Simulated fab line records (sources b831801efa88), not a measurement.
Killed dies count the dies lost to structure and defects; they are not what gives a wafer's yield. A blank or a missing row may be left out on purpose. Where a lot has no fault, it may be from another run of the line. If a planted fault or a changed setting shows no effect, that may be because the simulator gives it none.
fab line records -- flow sky130
record: lots: 7, wafers: 20, last-day: 50
route steps=708 shown FIELD_ISO@13 PAD_OPEN@708
lots with no fault: from the same line, run without faults
start-h: hours from the record's first day to the start of the lot's first wafer shown -- wait-h: how many hours have passed since the lot's step before this one -- " unchanged from the row above -- L1.1+2: several wafers, shown together as one row -- - either no value or no given start -- * or withheld: withheld -- < > ~ a bound
route shown NAME@n: a module of which the file shows steps, and the number in the route of the first -- usual: mean and standard deviation over wafers with no fault -- same: alike in all rows -- chamber/n: place in a boat -- sites: per-site readings -- _std_site: their standard deviation -- _edge_site: mean of outer sites minus mean of inner sites -- radius-mm: for every site, how far away it sits from the centre of the wafer -- mask NAME#n: copy n -- behind: the tool/chamber that last shaped the wafer -- hold: what put the lot on hold/how long, in hours/how the hold closed -- device: transistor that didn't switch, given as n, p or np -- end of line: the route-end tests of the same wafers -- a step with no rows: only its recipe -- killed: dies that structure and defects cost at the first sort, which is not the same as the wafer's yield -- map: shows each die of a wafer: x if killed, . if not, _ if none is there
set.NAME: the run value of the setting; set.NAME@STEP: its run value at that earlier step -- model.NAME: the simulator's own value behind a step, which no gauge read
a table for each step, a row for each wafer; lots at some steps of the route
services: a tool's chamber out of use, with start hour (start-h, from the record's first day; less than 0 if before it), hours out, and reason
== steps ==
step: SKY_FIELD_ISO_DEVELOP_12
recipe: develop-time-s: 60, resist: KrF-thick, dev-temp-c: 21
step: SKY_FIELD_ISO_CD_MEAS_13
recipe: target-cd-nm: 150
usual: cd-nm: 150.1/1.6
lot.wafer,tool,chamber,start-h,wait-h,cd-nm
L908.1,cd-sem-02,-,62.00,-,151.1
L908.2,cd-sem-02,-,62.00,-,151.8
L908.6,cd-sem-02,-,62.00,-,153.4
L912.4,cd-sem-01,-,81.55,-,153.6
L912.5,cd-sem-01,-,81.55,-,150.2
L912.6,cd-sem-01,-,81.55,-,151.7
L913.1,cd-sem-01,-,86.24,-,150.5
L913.3,cd-sem-01,-,86.24,-,150.1
L913.5,cd-sem-01,-,86.24,-,148.8
L916.1,cd-sem-02,-,102.20,-,149.5
L916.3,cd-sem-02,-,102.20,-,149.4
L916.6,cd-sem-02,-,102.20,-,148.3
L918.1,cd-sem-01,-,111.49,-,151.6
L918.5,cd-sem-01,-,111.49,-,150.2
L919.1,cd-sem-02,-,119.89,-,146.3
L919.2,cd-sem-02,-,119.89,-,147.7
L919.3,cd-sem-02,-,119.89,-,147.2
L924.1,cd-sem-02,-,143.41,-,149.9
L924.4,cd-sem-02,-,143.41,-,150.3
L924.6,cd-sem-02,-,143.41,-,150.5
step: SKY_FIELD_ISO_ETCH_14
recipe: chemistry: N2/H2, target: BARC, ion-energy-ev: 200, source-w: 500, bias-w: 100, pressure-mtorr: 30, n2-flow-sccm: 100, h2-flow-sccm: 200, stop-on: SiO2, time-s: 45.9, target-depth-a: 600
usual: drypump-motor-current-A: 5.9/0.43, oes-product-au: 0.855/0.0045, throttle-valve-pct: 13.226/0.0088
same: time-s: 45.9
lot.wafer,tool,chamber,start-h,wait-h,drypump-motor-current-A,oes-product-au,rf-hours-counter-h,throttle-valve-pct
L908.1,rie-diel-04,0,62.12,0.1,6.0,0.853,69,13.230
L908.2,rie-diel-04,1,62.12,0.1,5.7,0.854,73,13.237
L908.6,rie-diel-04,2,62.12,0.1,5.2,0.847,-,13.212
L912.4,rie-diel-02,2,81.61,0.0,5.9,0.853,87,13.216
L912.5,rie-diel-02,2,81.61,0.0,5.9,0.855,-,13.229
L912.6,rie-diel-02,3,81.61,0.0,5.2,0.853,-,13.230
L913.1,rie-diel-01,3,86.36,0.1,6.6,0.859,49,13.235
L913.3,rie-diel-01,2,86.36,0.1,6.2,0.861,93,13.223
L913.5,rie-diel-01,3,86.36,0.1,6.6,0.859,-,13.212
L916.1,rie-diel-04,1,102.32,0.1,5.7,0.854,74,13.227
L916.3,rie-diel-04,2,102.32,0.1,5.2,0.855,72,13.224
L916.6,rie-diel-04,1,102.32,0.1,5.7,0.857,-,13.212
L918.1,rie-diel-04,0,111.61,0.1,6.0,0.857,70,13.220
L918.5,rie-diel-04,0,111.61,0.1,6.0,0.857,-,13.227
L919.1,rie-diel-04,2,120.01,0.1,5.2,0.856,73,13.217
L919.2,rie-diel-04,0,120.01,0.1,6.0,0.850,70,13.228
L919.3,rie-diel-04,1,120.01,0.1,5.7,0.860,74,13.226
L924.1,rie-diel-01,2,143.53,0.1,6.2,0.858,94,13.235
L924.4,rie-diel-01,1,143.53,0.1,6.4,0.856,43,13.220
L924.6,rie-diel-01,1,143.53,0.1,6.4,0.856,-,13.238
step: SKY_FIELD_ISO_ETCH_15
recipe: chemistry: CHF3/O2, target-depth-nm: 180, stop-on: Si, source-w: 600, bias-w: 200, pressure-mtorr: 40, chf3-flow-sccm: 50, O2_flow_sccm: 5, time-s: 72
usual: chf3-flow-sccm: 50.01/0.14, drypump-motor-current-A: 5.9/0.44, oes-product-au: 0.944/0.0075, throttle-valve-pct: 8.844/0.0087
same: time-s: 72
lot.wafer,tool,chamber,start-h,wait-h,chf3-flow-sccm,drypump-motor-current-A,oes-product-au,rf-hours-counter-h,throttle-valve-pct
L908.1,rie-diel-04,0,62.16,0.0,50.14,6.0,0.944,69,8.824
L908.2,rie-diel-04,1,62.16,0.0,50.03,5.7,0.950,73,8.829
L908.6,rie-diel-04,2,62.16,0.0,49.94,5.2,0.947,-,8.850
L912.4,rie-diel-02,2,81.66,0.0,50.15,5.9,0.947,87,8.834
L912.5,rie-diel-02,2,81.66,0.0,50.19,5.9,0.936,-,8.854
L912.6,rie-diel-02,3,81.66,0.0,50.09,5.2,0.937,-,8.836
L913.1,rie-diel-01,3,86.41,0.0,50.19,6.6,0.944,49,8.836
L913.3,rie-diel-01,2,86.41,0.0,50.12,6.2,0.942,93,8.843
L913.5,rie-diel-01,3,86.41,0.0,50.22,6.6,0.944,-,8.837
L916.1,rie-diel-04,1,102.36,0.0,50.05,5.7,0.935,74,8.845
L916.3,rie-diel-04,2,102.36,0.0,49.96,5.2,0.934,72,8.834
L916.6,rie-diel-04,1,102.36,0.0,49.90,5.7,0.928,-,8.838
L918.1,rie-diel-04,0,111.65,0.0,50.25,5.9,0.940,70,8.847
L918.5,rie-diel-04,0,111.65,0.0,49.84,6.0,0.936,-,8.829
L919.1,rie-diel-04,2,120.05,0.0,49.86,5.2,0.936,73,8.847
L919.2,rie-diel-04,0,120.05,0.0,49.94,6.1,0.941,70,8.857
L919.3,rie-diel-04,1,120.05,0.0,50.21,5.7,0.940,74,8.842
L924.1,rie-diel-01,2,143.57,0.0,49.87,6.2,0.953,94,8.839
L924.4,rie-diel-01,1,143.57,0.0,49.95,6.4,0.936,43,8.850
L924.6,rie-diel-01,1,143.57,0.0,49.94,6.4,0.942,-,8.849
step: SKY_FIELD_ISO_STRIP_16
recipe: chemistry: O2/N2, power-w: 1400, pressure-mtorr: 1500, platen-temp-c: withheld, o2-flow-sccm: 3000, n2-flow-sccm: 300, overash-fraction: 0.5
usual: drypump-motor-current-A: 5.7/0.53, oes-product-au: 0.378/0.0041, strip-time-to-endpoint-s: 3.549/0.026
lot.wafer,tool,chamber,start-h,wait-h,drypump-motor-current-A,oes-product-au,rf-hours-counter-h,strip-time-to-endpoint-s
L908.1,plasma-asher-02,0,62.22,0.0,5.9,0.391,25,3.596
L908.2,plasma-asher-02,1,62.22,0.0,6.2,0.373,25,3.581
L908.6,plasma-asher-02,1,62.22,0.0,6.2,0.377,-,3.531
L912.4,plasma-asher-04,1,81.75,0.1,5.5,0.378,-,3.538
L912.5,plasma-asher-04,1,81.75,0.1,5.5,0.374,-,3.548
L912.6,plasma-asher-04,0,81.75,0.1,5.3,0.378,-,3.534
L913.1,plasma-asher-04,0,86.46,0.0,5.3,0.383,38,3.546
L913.3,plasma-asher-04,1,86.46,0.0,5.5,0.377,-,3.550
L913.5,plasma-asher-04,0,86.46,0.0,5.3,0.383,-,3.551
L916.1,plasma-asher-01,1,102.42,0.0,4.9,0.372,41,3.525
L916.3,plasma-asher-01,0,102.42,0.0,6.5,0.370,-,3.513
L916.6,plasma-asher-01,1,102.42,0.0,4.9,0.370,-,3.559
L918.1,plasma-asher-02,0,111.71,0.0,5.9,0.374,30,3.550
L918.5,plasma-asher-02,0,111.71,0.0,5.9,0.377,-,3.497
L919.1,plasma-asher-01,0,120.11,0.0,6.6,0.378,0,3.502
L919.2,plasma-asher-01,1,120.11,0.0,5.0,0.378,0,3.544
L919.3,plasma-asher-01,0,120.11,0.0,6.6,0.381,-,3.557
L924.1,plasma-asher-02,0,143.63,0.0,5.9,0.382,33,3.550
L924.4,plasma-asher-02,0,143.63,0.0,5.9,0.378,-,3.537
L924.6,plasma-asher-02,1,143.63,0.0,6.2,0.376,-,3.532
step: SKY_FIELD_ISO_ETCH_17
recipe: target-depth-a: 3420, mask-material: Si3N4, chemistry: HBr/Cl2/O2, target: Si, taper-deg: 5, icp-w: 600, bias-w: 150, pressure-mtorr: 15, HBr_flow_sccm: 150, Cl2_flow_sccm: 40, O2_flow_sccm: 6, time-s: 97.7
usual: drypump-motor-current-A: 5.7/0.31, he-backside-leak-sccm: 2.85/0.23, oes-product-au: 0.999/0.0074, throttle-valve-pct: 25.657/0.0092
same: time-s: 97.7
lot.wafer,tool,chamber,start-h,wait-h,drypump-motor-current-A,he-backside-leak-sccm,oes-product-au,rf-hours-counter-h,throttle-valve-pct
L908.1,rie-si-02,1,62.32,0.1,5.8,2.83,0.993,142,25.661
L908.2,rie-si-02,3,62.32,0.1,5.2,2.76,0.985,3,25.664
L908.6,rie-si-02,3,62.32,0.1,5.2,2.94,0.986,-,25.651
L912.4,rie-si-01,1,81.81,0.0,5.6,2.41,1.000,2,25.653
L912.5,rie-si-01,0,81.81,0.0,5.5,2.77,1.001,-,25.649
L912.6,rie-si-01,3,81.81,0.0,5.8,2.90,1.006,-,25.650
L913.1,rie-si-02,2,86.56,0.1,6.3,2.81,1.014,106,25.654
L913.3,rie-si-02,3,86.56,0.1,5.2,2.74,0.995,3,25.670
L913.5,rie-si-02,0,86.56,0.1,5.9,3.07,0.994,-,25.649
L916.1,rie-si-02,2,102.52,0.1,6.3,2.89,1.001,106,25.666
L916.3,rie-si-02,3,102.52,0.1,5.2,2.77,0.990,3,25.661
L916.6,rie-si-02,3,102.52,0.1,5.2,2.82,0.988,-,25.657
L918.1,rie-si-01,2,111.81,0.1,5.7,3.08,0.996,116,25.657
L918.5,rie-si-01,1,111.81,0.1,5.6,2.46,1.000,-,25.665
L919.1,rie-si-02,0,120.21,0.1,5.9,2.74,0.989,61,25.663
L919.2,rie-si-02,3,120.21,0.1,5.2,2.85,0.976,4,25.651
L919.3,rie-si-02,2,120.21,0.1,6.3,2.96,1.002,106,25.651
L924.1,rie-si-02,2,143.73,0.1,6.3,3.00,1.012,106,25.650
L924.4,rie-si-02,3,143.73,0.1,5.1,2.98,0.994,4,25.656
L924.6,rie-si-02,1,143.73,0.1,5.9,2.81,1.011,-,25.659
step: SKY_FIELD_ISO_WET_ETCH_18
recipe: chemistry: H3PO4, target-depth-nm: 25, temp-c: 160, target: Si3N4, time-s: 286
step: SKY_FIELD_ISO_CLEAN_19
recipe: chemistry: SC1/SC2, mix: 1:4:20, temp-c: 70, time-s: 150
step: SKY_FIELD_ISO_CLEAN_20
recipe: chemistry: dHF, time-s: 20, dilution: 100:1
step: SKY_FIELD_ISO_WET_ETCH_21
recipe: chemistry: dHF, dilution: 100:1, target-depth-nm: 20, dry: ipa-marangoni, target: SiO2, temp-c: 25, time-s: 400
step: SKY_FIELD_ISO_OXIDATION_22
recipe: temp-c: 950, ambient: O2, stabilise-s: 600, purge-s: 300, target-thk-a: 100, ox-time-s: 623
step: SKY_FIELD_ISO_THK_MEAS_23
recipe: reads: SiO2_of_FIELD_ISO_OXIDATION_22
usual: FIELD_ISO_OXIDATION_01_THK: 9.87/0.21
lot.wafer,tool,chamber,start-h,wait-h,FIELD_ISO_OXIDATION_01_THK[nm]
L908.1,film-metro-01,-,63.83,0.0,9.78
L908.2,film-metro-01,-,63.83,0.0,9.86
L908.6,film-metro-01,-,63.83,0.0,9.77
L912.4,film-metro-01,-,83.93,0.0,10.18
L912.5,film-metro-01,-,83.93,0.0,10.05
L912.6,film-metro-01,-,83.93,0.0,9.70
L913.1,film-metro-03,-,88.08,0.0,10.11
L913.3,film-metro-03,-,88.08,0.0,9.96
L913.5,film-metro-03,-,88.08,0.0,9.96
L916.1,film-metro-01,-,104.32,0.0,10.03
L916.3,film-metro-01,-,104.32,0.0,9.73
L916.6,film-metro-01,-,104.32,0.0,9.83
L918.1,film-metro-01,-,114.06,0.0,10.00
L918.5,film-metro-01,-,114.06,0.0,9.89
L919.1,film-metro-02,-,121.73,0.0,9.69
L919.2,film-metro-02,-,121.73,0.0,9.84
L919.3,film-metro-02,-,121.73,0.0,9.50
L924.1,film-metro-02,-,147.96,0.0,9.93
L924.4,film-metro-02,-,147.96,0.0,9.86
L924.6,film-metro-02,-,147.96,0.0,9.93
step: SKY_FIELD_ISO_CVD_24
recipe: material: SiO2, target-thk-nm: 595, temp-c: 650, sigma-open-frac: 0.3, time-s: 99.2, sih4-flow-sccm: 60, pressure-mtorr: 6
lot.wafer,tool,chamber,start-h,wait-h,model.SiO2_of_FIELD_ISO_CVD_24.thk-nm
L908.1,hdpcvd-02,2,63.89,0.1,585.6
L908.2,hdpcvd-02,1,63.89,0.1,598.8
L908.6,hdpcvd-02,1,63.89,0.1,597.7
L912.4,hdpcvd-01,1,83.99,0.1,597.2
L912.5,hdpcvd-01,2,83.99,0.1,590.3
L912.6,hdpcvd-01,0,83.99,0.1,601.2
L913.1,hdpcvd-02,2,88.14,0.1,585.7
L913.3,hdpcvd-02,1,88.14,0.1,590
L913.5,hdpcvd-02,0,88.14,0.1,585
L916.1,hdpcvd-01,2,104.38,0.1,842.3
L916.3,hdpcvd-01,1,104.38,0.1,609.9
L916.6,hdpcvd-01,0,104.38,0.1,598.3
L918.1,hdpcvd-01,0,114.12,0.1,833.7
L918.5,hdpcvd-01,0,114.12,0.1,602.3
L919.1,hdpcvd-01,2,121.79,0.1,839.6
L919.2,hdpcvd-01,0,121.79,0.1,603.8
L919.3,hdpcvd-01,1,121.79,0.1,603
L924.1,hdpcvd-02,0,148.02,0.1,585.8
L924.4,hdpcvd-02,2,148.02,0.1,588.7
L924.6,hdpcvd-02,0,148.02,0.1,595.2
step: SKY_FIELD_ISO_THK_MEAS_25
recipe: reads: SiO2_of_FIELD_ISO_CVD_24
usual: FIELD_ISO_CVD_24_THK: 594/5.3
lot.wafer,tool,chamber,start-h,wait-h,FIELD_ISO_CVD_24_THK[nm]
L908.1,film-metro-02,-,63.96,0.0,586
L908.2,film-metro-02,-,63.96,0.0,599
L908.6,film-metro-02,-,63.96,0.0,597
L912.4,film-metro-03,-,84.06,0.0,597
L912.5,film-metro-03,-,84.06,0.0,590
L912.6,film-metro-03,-,84.06,0.0,601
L913.1,film-metro-01,-,88.21,0.0,586
L913.3,film-metro-01,-,88.21,0.0,590
L913.5,film-metro-01,-,88.21,0.0,585
L916.1,film-metro-03,-,104.49,0.1,842
L916.3,film-metro-03,-,104.49,0.1,610
L916.6,film-metro-03,-,104.49,0.1,598
L918.1,film-metro-02,-,114.19,0.0,834
L918.5,film-metro-02,-,114.19,0.0,602
L919.1,film-metro-01,-,121.86,0.0,840
L919.2,film-metro-01,-,121.86,0.0,604
L919.3,film-metro-01,-,121.86,0.0,603
L924.1,film-metro-01,-,148.10,0.0,585
L924.4,film-metro-01,-,148.10,0.0,588
L924.6,film-metro-01,-,148.10,0.0,596
step: SKY_FIELD_ISO_ANNEAL_26
recipe: temp-c: 1000, time-s: 1800, ambient: N2
step: SKY_FIELD_ISO_CMP_27
recipe: stop-on: Si3N4, t-overpolish-s: 16, down-force-psi: 4, platen-rpm: 60, target-thk-nm: 457.8, pad-velocity-m-s: 0.94248
usual: head-pressure-psi: 4.000/0.009, motor-current-A: 11.7/1.4, time-to-endpoint-s: 114/4
lot.wafer,tool,chamber,start-h,wait-h,head-pressure-psi,motor-current-A,time-to-endpoint-s
L908.1,cmp-01,1,65.62,0.1,4.003,12.8,110
L908.2,cmp-01,2,65.62,0.1,4.003,10.4,111
L908.6,cmp-01,3,65.62,0.1,3.995,10.9,112
L912.4,cmp-01,3,85.69,0.1,4.004,10.9,108
L912.5,cmp-01,1,85.69,0.1,4.010,12.9,111
L912.6,cmp-01,2,85.69,0.1,3.985,11.5,110
L913.1,cmp-02,1,89.87,0.1,3.992,11.2,111
L913.3,cmp-02,2,89.87,0.1,3.991,12.4,110
L913.5,cmp-02,3,89.87,0.1,4.009,12.9,107
L916.3,cmp-01,1,106.05,0.0,3.992,13.3,122
L916.1,cmp-01,0,106.05,0.0,4.007,10.0,170
L916.6,cmp-01,1,106.05,0.0,4.010,12.5,117
L918.1,cmp-02,0,115.85,0.1,3.989,14.2,155
L918.5,cmp-02,3,115.85,0.1,4.005,11.6,114
L919.3,cmp-01,1,123.42,0.0,4.006,12.7,117
L919.2,cmp-01,2,123.42,0.0,4.005,11.0,118
L919.1,cmp-01,3,123.42,0.0,4.003,11.2,162
L924.1,cmp-02,2,150.91,0.1,4.000,11.1,110
L924.4,cmp-02,3,150.91,0.1,4.002,12.5,110
L924.6,cmp-02,2,150.91,0.1,4.001,11.9,110
step: SKY_FIELD_ISO_WET_ETCH_28
recipe: chemistry: dHF, target-depth-nm: 23.7, target: SiO2, dilution: 10:1, temp-c: 25, time-s: 47
step: SKY_PAD_OPEN_PROBE_99
usual: killed_at_M0_to_M3: 45/7.3, killed_at_M4_up: 3.1/1.7, killed-at-contacts: 25/5.1, killed-at-front-end: 15/4.5, killed-at-other: 0.3/0.56, killed-dies: 88/9.4, killed-open: 47/6.6, killed-short: 40/6.9
same: gross-dies: 492, killed-at-back-side: 0
lot.wafer,tool,chamber,start-h,wait-h,killed_at_M0_to_M3,killed_at_M4_up,killed-at-contacts,killed-at-front-end,killed-at-other,killed-dies,killed-open,killed-short
L912.4,prober-01,-,1132.70,0.2,39,1,25,15,1,81,48,31
L912.5,prober-01,-,1132.75,0.2,42,3,17,14,0,76,43,33
L912.6,prober-01,-,1132.80,0.2,50,1,22,10,1,84,49,34
killed by level:class
L912.4 CONTACT:geometric-particle:open=11 VIA1:geometric-particle:open=8 LI_CONTACT:geometric-particle:open=7 METAL1:geometric-particle:short=7 VIA2:geometric-particle:open=7 METAL3:geometric-particle:short=5 POLY_GATE:geometric-particle:open=4 VIA3:geometric-particle:open=4
L912.5 CONTACT:geometric-particle:open=8 VIA1:geometric-particle:open=8 VIA3:geometric-particle:open=7 POLY_GATE:geometric-particle:short=5 VIA2:geometric-particle:open=5 LI_CONTACT:geometric-particle:open=4 METAL1:geometric-particle:short=4 METAL2:geometric-particle:short=4
L912.6 VIA1:geometric-particle:open=11 LI_CONTACT:geometric-particle:open=10 VIA2:geometric-particle:open=10 VIA3:geometric-particle:open=6 METAL1:geometric-particle:short=5 VIA1:geometric-particle:short=5 POLY_GATE:geometric-particle:short=4 CONTACT:geometric-particle:open=4
== services ==
tool,chamber,start-h,hours,kind
cmp-02,-,47.91,4.4,pm
cmp-02,-,51.44,0.5,repair
hdpcvd-01,-,58.47,1.5,repair
cmp-02,-,66.63,4.0,pm
hdpcvd-01,-,66.75,15.0,pm
plasma-asher-01,-,74.12,28.1,pm
rie-diel-04,3,79.45,1.9,repair
rie-diel-01,0,85.71,10.6,repair
rie-diel-01,-,86.89,2.8,pm
hdpcvd-02,-,89.85,5.5,pm
hdpcvd-02,1,97.03,17.2,repair
cmp-02,-,102.67,5.4,repair
plasma-asher-01,-,108.75,9.0,pm
rie-diel-02,3,111.56,14.3,repair
rie-diel-01,0,111.94,5.3,repair
hdpcvd-02,-,119.64,0.6,repair
rie-si-02,-,120.72,1.0,repair
cmp-02,-,131.40,9.2,pm
plasma-asher-02,-,132.73,0.6,repair
rie-si-01,1,132.93,1.6,repair
rie-diel-04,0,135.87,7.5,repair
rie-si-01,-,141.50,2.8,pm
cmp-02,-,141.60,1.2,repair
rie-diel-02,3,148.01,3.7,repair
== key ==
first-sign: step: SKY_FIELD_ISO_THK_MEAS_25, reading: FIELD_ISO_CVD_24_THK, direction: up, sigmas: 46, usual: 594, struck: 839
effect: step: SKY_FIELD_ISO_CMP_27, reading: time-to-endpoint-s, direction: up, sigmas: 12, usual: *, struck: *
model-effect: step: SKY_FIELD_ISO_CVD_24, value: SiO2_of_FIELD_ISO_CVD_24.thk-nm, without: 598, struck: 838.6
met-at SKY_FIELD_ISO_CVD_24
struck-wafers L916.1,L918.1,L919.1
tester-left-out L916,L918,L919
onset-between 83.99 104.38
fault: kind: process-parameter-drift, tool: hdpcvd-01, chamber: -, onset-h: 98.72, steps: SKY_FIELD_ISO_CVD_24, channel: target-thk-nm, offset: 240.51, shape: step, end-h: 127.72, scope: struck-wafers-only, acts-in: these-recipes-only, stated: 595
tester-left-out: of these lots the tester's yield and bins aren't shown, on N5 and GAA mostly nor the transistor test; their killed dies are dies lost to structure and defects alone, not to doping, threshold or leakage, so they don't give the yield
